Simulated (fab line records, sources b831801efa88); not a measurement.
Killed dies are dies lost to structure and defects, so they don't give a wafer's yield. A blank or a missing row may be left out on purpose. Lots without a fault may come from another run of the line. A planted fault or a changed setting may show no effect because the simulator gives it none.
Chamber matching | flow sky130 | SKY_CONTACT_CVD_00 on pecvd-03: 3 sister chambers
The step deposits Si3N4, target thk 75 nm. 3 wafers are shown with their chamber, then 8 later ones without.

WAFERS WITH THEIR CHAMBER
wafer  | chamber | heater_power_w (W)
L089.1 | 1       | 725
L089.3 | 2       | 591
L092.2 | 0       | 647

WAFERS WITHOUT THEIR CHAMBER
wafer  | heater_power_w (W)
L092.4 | 719
L092.6 | 636
L097.1 | 645
L097.2 | 636
L097.6 | 660
L095.2 | 683
L095.3 | 653
L095.4 | 544

WHICH CHAMBER EACH WENT THROUGH
wafer  | from the rows above     | in truth
L092.4 | 1                       | 1
L092.6 | can't be placed: 0 or 2 | 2
L097.1 | 0                       | 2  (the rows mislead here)
L097.2 | can't be placed: 0 or 2 | 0
L097.6 | 0                       | 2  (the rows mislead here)
L095.2 | can't be placed: 0 or 1 | 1
L095.3 | 0                       | 0
L095.4 | 2                       | 2
Placed correctly: 3 of 8. Can't be placed from these rows: 3 (the true chamber is among the candidates in 3). Placed wrongly: 2.
How it was worked out, from the rows above alone: a wafer's distance from a chamber is the root of the sum, over the readings, of the square of ((its reading less the chamber's mean) divided by the reading's scatter). The wafer belongs to the nearest chamber; if the next one is less than 2 further off, it can't be placed. A chamber's mean is the mean of its shown wafers. The scatter: with one shown wafer a chamber, the root of the mean of the squares of how far each hidden wafer lies from its nearest shown one.
